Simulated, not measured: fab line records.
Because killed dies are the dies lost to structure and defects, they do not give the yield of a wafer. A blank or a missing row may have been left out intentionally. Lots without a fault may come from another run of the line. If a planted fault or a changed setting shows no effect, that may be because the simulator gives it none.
The same fault as seen by 2 desks + flow sky130 + numbers are kept per desk, each desk with only its own; the story behind them comes last

== TOOL OWNER'S DESK, rieSi-01 ==
The tool's own readings at SKY_FIELD_ISO_ETCH_17 (etches Si in HBr/Cl2/O2, target depth 342 nm, time 97.7 s): means of the sampled wafers that have a number, for each lot that ran on this tool. Marked OUT: a lot whose mean sits more than 4 standard deviations from the usual mean, which makes it out of limits; the brackets give that distance.
Columns: A = drypumpMotorCurrentA at SKY_FIELD_ISO_ETCH_17, usual 5.5 A; B = heBacksideLeakSccm at SKY_FIELD_ISO_ETCH_17, usual 2.74 sccm; C = oesProductAu at SKY_FIELD_ISO_ETCH_17, usual 1.000 a.u.; D = rfFwdPowerW at SKY_FIELD_ISO_ETCH_17, usual 596.2 W; E = runLengthS at SKY_FIELD_ISO_ETCH_17, usual 125.9 s; F = throttleValvePct at SKY_FIELD_ISO_ETCH_17, usual 25.658 %
| lot  | first seen here | A   | B    | C     | D     | E               | F      |
|------|-----------------|-----|------|-------|-------|-----------------|--------|
| L566 | day 2 22:37     | 5.4 | 2.90 | 0.995 | 597.1 | 126.0           | 25.657 |
| L572 | day 4 05:00     | 5.6 | 2.75 | 1.006 | -     | 112.4 (-30) OUT | 25.649 |
| L573 | day 4 09:45     | 5.3 | 2.83 | 1.001 | -     | 112.4 (-30) OUT | 25.666 |
This desk's verdict: out of limits on L572, L573, starting with L572 at day 4 05:00 (runLengthS at SKY_FIELD_ISO_ETCH_17). L566: within limits.

== THE METROLOGY DESK ==
What the gauges read for every lot (on any tool): the sampled wafers with a number, averaged. Marked OUT: a lot whose mean sits more than 4 standard deviations from the usual mean, which makes it out of limits; the brackets give that distance.
Columns: A = cdNm at SKY_FIELD_ISO_CD_MEAS_13, usual 149.7 nm
| lot  | first seen here | A     |
|------|-----------------|-------|
| L565 | day 2 15:52     | 148.5 |
| L566 | day 2 22:17     | 150.3 |
| L572 | day 4 04:41     | 150.0 |
| L573 | day 4 09:27     | 150.9 |
| L576 | day 5 01:08     | 151.7 |
| L586 | day 7 04:02     | 148.0 |
This desk found nothing out of limits on any of the 6 lots.

== TAKEN TOGETHER ==
On L572, L573, at day 4 05:00, an alarm was possible from the tool owner's desk.
Metrology desk: nothing out of limits seen.
The metrology desk has L572, L573 on record, within its limits.
The lots listed all ran SKY_FIELD_ISO_ETCH_17 on rieSi-01.

== WHAT WAS PUT IN BY THE SIMULATOR ==
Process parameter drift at SKY_FIELD_ISO_ETCH_17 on rieSi-01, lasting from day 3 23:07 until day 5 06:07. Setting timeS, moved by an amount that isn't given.
Shown lots that were struck: L572, L573.
Hours from the fault's start to each desk's first reading out of limits: the tool owner's desk, 6.
